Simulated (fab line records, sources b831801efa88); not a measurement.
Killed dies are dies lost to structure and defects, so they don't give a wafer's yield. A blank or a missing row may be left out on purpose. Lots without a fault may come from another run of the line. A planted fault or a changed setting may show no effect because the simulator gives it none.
A struck lot beside a sound one | flow gf180mcu | 16 steps out of a route of 602
Sound: wafers L879.2, L879.3, L879.5. Struck: wafers L896.5, L896.6. The cause comes at the end.
At each step with rows: each side's tool, then ch and its chambers, then its first start. Under that, the readings that differ: sound wafers | struck wafers | difference of the means | sigmas: that difference in standard deviations of wafers without a fault.
alike: readings whose means differ by less than 2 such deviations, and words and numbers that are the same on both sides. not compared: withheld readings, readings that some wafer has no value for, bounds like >300 that may hide the same value, and numbers for which the record gives no deviation and whose values overlap.
The two part at a step that has a row with sigmas, a row that says differs or no value, or rows on one side only. Numbers that don't overlap but have no deviation are shown without sigmas and don't part them. A reading that every wafer of one side lacks parts them only if that side has two wafers or more.

first, 3 steps without rows for these wafers: GF_V4_EXPOSE_11 (exposes mask Via4, target cd 260 nm); GF_V4_PEB_12 (peb time 90 s); GF_V4_DEVELOP_13 (develop time 60 s).
GF_V4_CD_MEAS_14: target cd 260 nm.
  sound on cd_sem-02, day 24 08:31; struck on cd_sem-01, day 29 21:49
  alike: cd_nm
GF_V4_OVL_MEAS_15:
  sound on overlay-01, day 24 08:38; struck on overlay-01, day 29 21:52
  alike: V4_OVL
GF_V4_ETCH_16: etches BARC in N2/H2.
  sound on rie_diel-01 ch 0,2,3, day 24 08:40; struck on rie_diel-03 ch 2,3, day 29 21:54
  alike: drypump_motor_current_A, oes_product_au, throttle_valve_pct
GF_V4_ETCH_17: etches SiO2 in C4F8/O2/Ar, stops on TiN, target depth 630 nm.
  sound on rie_diel-01 ch 0,2,3; struck on rie_diel-03 ch 2,3
  alike: oes_product_au
GF_V4_STRIP_18: strips in O2/N2.
  sound on plasma_asher-01 ch 0,1, day 24 08:47; struck on plasma_asher-01 ch 0,1, day 29 22:05
  alike: drypump_motor_current_A, heater_power_w, o2_flow_sccm, oes_product_au
  not compared: rf_hours_counter_h
then, 2 steps without rows for these wafers: GF_V4_STRIP_19 (strips in post etch residue remover, time 1200 s); GF_V4_CLEAN_20 (cleans in DIW).
GF_V4_SPUTTER_21: material Ti, target thk 15 nm, time 80.02 s.
  sound on pvd_sputter-04, day 24 09:40; struck on pvd_sputter-04, day 29 22:43
  alike: chamber_pressure_pa, throttle_valve_pct
then, 1 step without rows for these wafers: GF_V4_SPUTTER_22 (material TiN, target thk 10 nm, time 40 s).
GF_V4_CVD_23: deposits W, target thk 350 nm, time 104.9 s.
  sound on cvd_w-01 ch 0,1, day 24 09:46; struck on cvd_w-01 ch 0,1, day 29 22:52
  reading                          | sound             | struck      | difference | sigmas
  model.W_of_V4_CVD_23.thk_nm (nm) | 356.2 356.6 351.7 | 314.8 311.8 | -41.5      |
  alike: heater_power_w
GF_V4_RS_MEAS_24: measures by four-point-probe.
  sound on film_metro-03, day 24 09:53; struck on film_metro-03, day 29 22:59
  reading          | sound                | struck        | difference | sigmas
  V4_W_RS (ohm/sq) | 0.3217 0.3209 0.3259 | 0.3645 0.3682 | +0.0435    | +15
GF_V4_THK_MEAS_25: measures by xrf.
  sound on film_metro-03, day 24 10:00; struck on film_metro-03, day 29 23:04
  reading       | sound       | struck  | difference | sigmas
  V4_W_THK (nm) | 349 350 344 | 318 316 | -31        | -7
GF_V4_CMP_26: polishes, stops on SiO2, t overpolish 15 s, target thk 0 nm.
  sound on cmp-01 ch 0,3, day 24 10:03; struck on cmp-02 ch 1,2, day 29 23:17
  alike: motor_current_A, platen_rpm

WHERE THEY PART
First at GF_V4_RS_MEAS_24; last, within this record, at GF_V4_THK_MEAS_25. Later steps at which nothing parts them and some readings are alike: GF_V4_CMP_26.

WHY: what the simulator had put in
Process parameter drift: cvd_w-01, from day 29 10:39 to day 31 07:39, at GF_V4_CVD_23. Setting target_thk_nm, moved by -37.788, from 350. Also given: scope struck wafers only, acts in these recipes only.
